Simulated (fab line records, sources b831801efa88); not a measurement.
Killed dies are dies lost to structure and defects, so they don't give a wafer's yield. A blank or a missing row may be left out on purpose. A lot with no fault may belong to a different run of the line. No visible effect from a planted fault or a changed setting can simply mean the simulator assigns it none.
Chamber matching :: flow gf180mcu :: 4 sister chambers for GF_STI_CMP_25 on cmp-01
The step polishes, stops on Si3N4, t overpolish 33 s, target thk 524.6 nm. 22 wafers are shown with their chamber, then 10 later ones without.

== WAFERS WITH THEIR CHAMBER ==
wafer: L817.1
chamber: 3
motor-current-A (A): 11.8
time-to-endpoint-s (s): 114
edge-zone-pressure-frac: 0.999

wafer: L817.5
chamber: 2
motor-current-A (A): 13.3
time-to-endpoint-s (s): 117
edge-zone-pressure-frac: 1.000

wafer: L818.2
chamber: 2
motor-current-A (A): 14.4
time-to-endpoint-s (s): 119
edge-zone-pressure-frac: 1.002

wafer: L818.3
chamber: 1
motor-current-A (A): 11.9
time-to-endpoint-s (s): 126
edge-zone-pressure-frac: 1.001

wafer: L818.4
chamber: 0
motor-current-A (A): 10.9
time-to-endpoint-s (s): 117
edge-zone-pressure-frac: 1.003

wafer: L819.3
chamber: 1
motor-current-A (A): 12.5
time-to-endpoint-s (s): 122
edge-zone-pressure-frac: 0.999

wafer: L819.4
chamber: 3
motor-current-A (A): 11.4
time-to-endpoint-s (s): 125
edge-zone-pressure-frac: 0.998

wafer: L819.5
chamber: 2
motor-current-A (A): 14.1
time-to-endpoint-s (s): 118
edge-zone-pressure-frac: 1.002

wafer: L820.2
chamber: 1
motor-current-A (A): 12.7
time-to-endpoint-s (s): 124
edge-zone-pressure-frac: 1.001

wafer: L820.3
chamber: 3
motor-current-A (A): 11.8
time-to-endpoint-s (s): 120
edge-zone-pressure-frac: 1.006

wafer: L820.6
chamber: 3
motor-current-A (A): 11.2
time-to-endpoint-s (s): 123
edge-zone-pressure-frac: 1.006

wafer: L822.1
chamber: 1
motor-current-A (A): 11.8
time-to-endpoint-s (s): 121
edge-zone-pressure-frac: 0.993

wafer: L822.4
chamber: 2
motor-current-A (A): 14.4
time-to-endpoint-s (s): 120
edge-zone-pressure-frac: 1.003

wafer: L822.5
chamber: 0
motor-current-A (A): 10.6
time-to-endpoint-s (s): 113
edge-zone-pressure-frac: 0.994

wafer: L823.1
chamber: 1
motor-current-A (A): 12.5
time-to-endpoint-s (s): 117
edge-zone-pressure-frac: 1.005

wafer: L823.5
chamber: 1
motor-current-A (A): 12.5
time-to-endpoint-s (s): 120
edge-zone-pressure-frac: 0.991

wafer: L823.6
chamber: 2
motor-current-A (A): 14.3
time-to-endpoint-s (s): 121
edge-zone-pressure-frac: 0.997

wafer: L824.1
chamber: 1
motor-current-A (A): 12.1
time-to-endpoint-s (s): 120
edge-zone-pressure-frac: 1.005

wafer: L824.5
chamber: 0
motor-current-A (A): 10.9
time-to-endpoint-s (s): 118
edge-zone-pressure-frac: 1.004

wafer: L824.6
chamber: 1
motor-current-A (A): 11.7
time-to-endpoint-s (s): 124
edge-zone-pressure-frac: 1.000

wafer: L826.1
chamber: 2
motor-current-A (A): 13.5
time-to-endpoint-s (s): 120
edge-zone-pressure-frac: 0.996

wafer: L826.2
chamber: 1
motor-current-A (A): 12.1
time-to-endpoint-s (s): 119
edge-zone-pressure-frac: 0.986

SIGNATURES (averages over the wafers above)
reading: motor-current-A
chamber 0: 10.800
chamber 1: 12.200
chamber 2: 14.000
chamber 3: 11.550
scatter within a chamber: 0.375

reading: time-to-endpoint-s
chamber 0: 116.00
chamber 1: 121.44
chamber 2: 119.17
chamber 3: 120.50
scatter within a chamber: 2.96

reading: edge-zone-pressure-frac
chamber 0: 1.00033
chamber 1: 0.99789
chamber 2: 1.00000
chamber 3: 1.00225
scatter within a chamber: 0.00526
Rule: for a wafer and a chamber, the distance is found by dividing, reading by reading, the gap between the wafer's reading and the chamber's mean by the reading's scatter, squaring, summing and taking the root. If the next closest chamber is less than 2 further off than the closest, the wafer can't be placed; otherwise it belongs to the closest. How the scatter is found: for the shown wafers, subtract from each reading the mean of its chamber, square and add these, divide the total by (wafers less chambers), then take the root.

== WAFERS WITH NO CHAMBER GIVEN ==
wafer: L826.3
motor-current-A (A): 10.7
time-to-endpoint-s (s): 115
edge-zone-pressure-frac: 0.996

wafer: L827.2
motor-current-A (A): 10.9
time-to-endpoint-s (s): 113
edge-zone-pressure-frac: 0.998

wafer: L827.3
motor-current-A (A): 13.1
time-to-endpoint-s (s): 120
edge-zone-pressure-frac: 1.007

wafer: L827.5
motor-current-A (A): 10.6
time-to-endpoint-s (s): 115
edge-zone-pressure-frac: 1.005

wafer: L828.1
motor-current-A (A): 13.8
time-to-endpoint-s (s): 125
edge-zone-pressure-frac: 0.996

wafer: L828.4
motor-current-A (A): 12.1
time-to-endpoint-s (s): 123
edge-zone-pressure-frac: 0.994

wafer: L828.6
motor-current-A (A): 10.7
time-to-endpoint-s (s): 117
edge-zone-pressure-frac: 0.995

wafer: L840.3
motor-current-A (A): 12.1
time-to-endpoint-s (s): 117
edge-zone-pressure-frac: 1.005

wafer: L840.5
motor-current-A (A): 14.2
time-to-endpoint-s (s): 118
edge-zone-pressure-frac: 1.004

wafer: L840.6
motor-current-A (A): 12.3
time-to-endpoint-s (s): 113
edge-zone-pressure-frac: 0.999

== WHICH CHAMBER EACH WENT THROUGH ==
wafer: L826.3
from the rows above: 0
in truth: 0

wafer: L827.2
from the rows above: 0
in truth: 0

wafer: L827.3
from the rows above: can't be placed: 2 or 1 or 3
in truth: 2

wafer: L827.5
from the rows above: 0
in truth: 0

wafer: L828.1
from the rows above: 2
in truth: 2

wafer: L828.4
from the rows above: can't be placed: 1 or 3
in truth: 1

wafer: L828.6
from the rows above: can't be placed: 0 or 3
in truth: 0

wafer: L840.3
from the rows above: can't be placed: 3 or 1 or 0
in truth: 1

wafer: L840.5
from the rows above: 2
in truth: 2

wafer: L840.6
from the rows above: can't be placed: 1 or 3 or 0
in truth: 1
Correct placement for 5 of the 10. These rows do not allow placing 5 (true chamber among the candidates in 5). Number placed wrongly: 0.
